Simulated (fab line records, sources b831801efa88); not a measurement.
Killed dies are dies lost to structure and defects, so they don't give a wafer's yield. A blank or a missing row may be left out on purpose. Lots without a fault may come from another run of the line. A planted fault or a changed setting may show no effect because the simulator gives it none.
A struck lot beside a sound one | flow gf180mcu | 14 steps out of a route of 602
Sound: wafers L748.2, L748.3, L748.5. Struck: wafers L744.2, L744.4, L744.5. The cause comes at the end.
At each step with rows: each side's tool, then ch and its chambers, then its first start. Under that, the readings that differ: sound wafers | struck wafers | difference of the means | sigmas: that difference in standard deviations of wafers without a fault.
alike: readings whose means differ by less than 2 such deviations, and words and numbers that are the same on both sides. not compared: withheld readings, readings that some wafer has no value for, bounds like >300 that may hide the same value, and numbers for which the record gives no deviation and whose values overlap.
The two part at a step that has a row with sigmas, a row that says differs or no value, or rows on one side only. Numbers that don't overlap but have no deviation are shown without sigmas and don't part them. A reading that every wafer of one side lacks parts them only if that side has two wafers or more.

GF_CONTACT_THK_MEAS_01:
  sound on film_metro-04, day 21 01:05; struck on film_metro-02, day 19 16:45
  alike: CONTACT_CVD_00_THK
GF_CONTACT_CVD_02: deposits SiO2 from TEOS, target thk 860 nm, time 95.992 s.
  sound on pecvd-04 ch 0,1,2, day 21 01:08; struck on pecvd-04 ch 0,1, day 19 16:48
  alike: heater_power_w
GF_CONTACT_THK_MEAS_03:
  sound on film_metro-02, day 21 01:13; struck on film_metro-04, day 19 16:53
  alike: CONTACT_CVD_02_THK
GF_CONTACT_CMP_04: polishes SiO2.
  sound on cmp-02 ch 0,3, day 21 01:16; struck on cmp-01 ch 1,2, day 19 16:56
  alike: edge_zone_pressure_frac, motor_current_A, time_to_endpoint_s
GF_CONTACT_BOW_MEAS_05:
  sound on film_metro-01, day 21 01:35; struck on film_metro-01, day 19 17:15
  alike: CONTACT_BOW
then, 7 steps without rows for these wafers: GF_CONTACT_DEHYDRATE_06 (time 60 s); GF_CONTACT_HMDS_07 (prime time 60 s); GF_CONTACT_COAT_08; GF_CONTACT_COAT_09 (resist thk 1000 nm); GF_CONTACT_SOFTBAKE_10 (time 60 s); GF_CONTACT_EXPOSE_11 (exposes mask Contact, target cd 220 nm); GF_CONTACT_PEB_12 (peb time 90 s).
GF_CONTACT_DEVELOP_13: develop time 60 s.
  sound on litho_track-02 ch 0, day 22 01:17; struck on litho_track-02, day 20 17:23
  no value came back on the struck wafers for chill_plate_temp_C (C), develop_time_s (s); on the sound wafers chill_plate_temp_C (C) reads 22.99 23.01 22.90
  reading                                  | sound             | struck         | difference | sigmas
  model.KrF_of_CONTACT_COAT_09.thk_nm (nm) | 985.6 987.8 981.5 | 1004 1001 1004 | +18        |
GF_CONTACT_CD_MEAS_14: target cd 220 nm.
  sound on cd_sem-01, day 22 01:26; struck on cd_sem-02, day 20 17:32
  reading    | sound             | struck | difference                    | sigmas
  cd_nm (nm) | 218.5 218.9 220.2 | - - -  | no value on the struck wafers |

WHERE THEY PART
First at GF_CONTACT_DEVELOP_13; last, within this record, at GF_CONTACT_CD_MEAS_14.

WHY: what the simulator had put in
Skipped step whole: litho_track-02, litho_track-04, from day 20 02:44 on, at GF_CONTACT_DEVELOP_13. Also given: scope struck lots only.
